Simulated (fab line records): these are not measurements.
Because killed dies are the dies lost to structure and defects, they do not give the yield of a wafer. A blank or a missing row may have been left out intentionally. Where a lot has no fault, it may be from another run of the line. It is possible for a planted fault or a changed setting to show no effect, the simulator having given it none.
Check for tools in common | flow gf180mcu | 13 lots, 39 wafers sampled

WHY THIS WAS OPENED
Of 13 lots, 1 have the reading VT_IMPLANT_TW flagged at GF_VT_IMPLANT_TW_MEAS_10. Fault-free wafers read 569, with a standard deviation of 5.1.
Rule: a lot gets a flag if all its wafers with a number sit over 4 standard deviations from that mean, or if no wafer of it has a number. All remaining lots are regarded as sound.

lot  | measured     | on            | VT_IMPLANT_TW, wafer by wafer | flag
L483 | day 5 07:54  | film-metro-03 | 567 566 565                   |
L486 | day 6 16:29  | film-metro-03 | 569 564 565                   |
L488 | day 6 18:44  | film-metro-03 | 568 566 569                   |
L487 | day 6 19:33  | film-metro-02 | 561 559 560                   |
L489 | day 7 00:20  | film-metro-04 | 577 576 575                   |
L490 | day 7 11:28  | film-metro-04 | 575 574 571                   |
L492 | day 8 03:41  | film-metro-02 | 564 568 565                   |
L493 | day 8 08:11  | film-metro-02 | 563 565 565                   |
L496 | day 9 01:24  | film-metro-03 | 30 30 30                      | FLAGGED
L503 | day 10 22:54 | film-metro-03 | 577 573 576                   |
L504 | day 11 06:18 | film-metro-02 | 567 565 568                   |
L505 | day 11 12:08 | film-metro-03 | 571 570 574                   |
L506 | day 11 16:35 | film-metro-03 | 571 574 571                   |
Averaged over the flagged lots the numbers come to 30, -539 from the usual (-99 or more standard deviations).

WHICH TOOL RAN EACH LOT
The record holds 1 process step before the reading, out of a route of 602 steps. Cell contents, in order: the tool; ch with the chambers the sampled wafers went through; the start.
lot  | flag    | GF_VT_IMPLANT_EXPOSE_04
L483 |         | iline-stepper-01 ch 0, day 5 00:41
L486 |         | iline-stepper-02 ch 0, day 6 08:20
L488 |         | iline-stepper-02 ch 0, day 6 11:02
L487 |         | iline-stepper-02 ch 0, day 6 12:35
L489 |         | iline-stepper-02 ch 0, day 6 16:41
L490 |         | iline-stepper-01 ch 0, day 7 03:37
L492 |         | iline-stepper-01 ch 0, day 7 17:53
L493 |         | iline-stepper-01 ch 0, day 8 00:10
L496 | FLAGGED | iline-stepper-02 ch 0, day 8 16:40
L503 |         | iline-stepper-01 ch 0, day 10 14:29
L504 |         | iline-stepper-02 ch 0, day 10 20:17
L505 |         | iline-stepper-01 ch 0, day 11 02:19
L506 |         | iline-stepper-02 ch 0, day 11 07:11
What the steps here do:
- GF_VT_IMPLANT_EXPOSE_04: exposes mask LVPWELL LV AREA, target cd 600 nm.
- GF_VT_IMPLANT_TW_MEAS_10

FLAGGED AGAINST TOTAL, ONE TOOL AT A TIME (gauges that did the reading follow at the end)
step                     | tool             | lots run | flagged | share of the flagged lots | sound lots run after its first flagged lot
GF_VT_IMPLANT_EXPOSE_04  | iline-stepper-01 | 6        | 0       | none                      | -
GF_VT_IMPLANT_EXPOSE_04  | iline-stepper-02 | 7        | 1       | all                       | 2 (L504,L506)
GF_VT_IMPLANT_TW_MEAS_10 | film-metro-02    | 4        | 0       | none                      | -
GF_VT_IMPLANT_TW_MEAS_10 | film-metro-03    | 7        | 1       | all                       | 3 (L503,L505,L506)
GF_VT_IMPLANT_TW_MEAS_10 | film-metro-04    | 2        | 0       | none                      | -

WHAT THE TABLE ALLOWS
Table rows that saw every flagged lot: 2, namely iline-stepper-02 at GF_VT_IMPLANT_EXPOSE_04 and film-metro-03 at GF_VT_IMPLANT_TW_MEAS_10.
- iline-stepper-02 at GF_VT_IMPLANT_EXPOSE_04 ran 7 lots, 1 of them flagged. Sound lots followed the first flagged one (L504, L506) on it, something a lasting fault affecting the whole tool could not allow.
- film-metro-03 at GF_VT_IMPLANT_TW_MEAS_10 ran 7 lots, 1 of them flagged. Sound lots followed the first flagged one (L503, L505, L506) on it, something a lasting fault affecting the whole tool could not allow.
No row of the table ran every flagged lot and no sound lot after the first.

WHAT HAD BEEN PUT IN BY THE SIMULATOR
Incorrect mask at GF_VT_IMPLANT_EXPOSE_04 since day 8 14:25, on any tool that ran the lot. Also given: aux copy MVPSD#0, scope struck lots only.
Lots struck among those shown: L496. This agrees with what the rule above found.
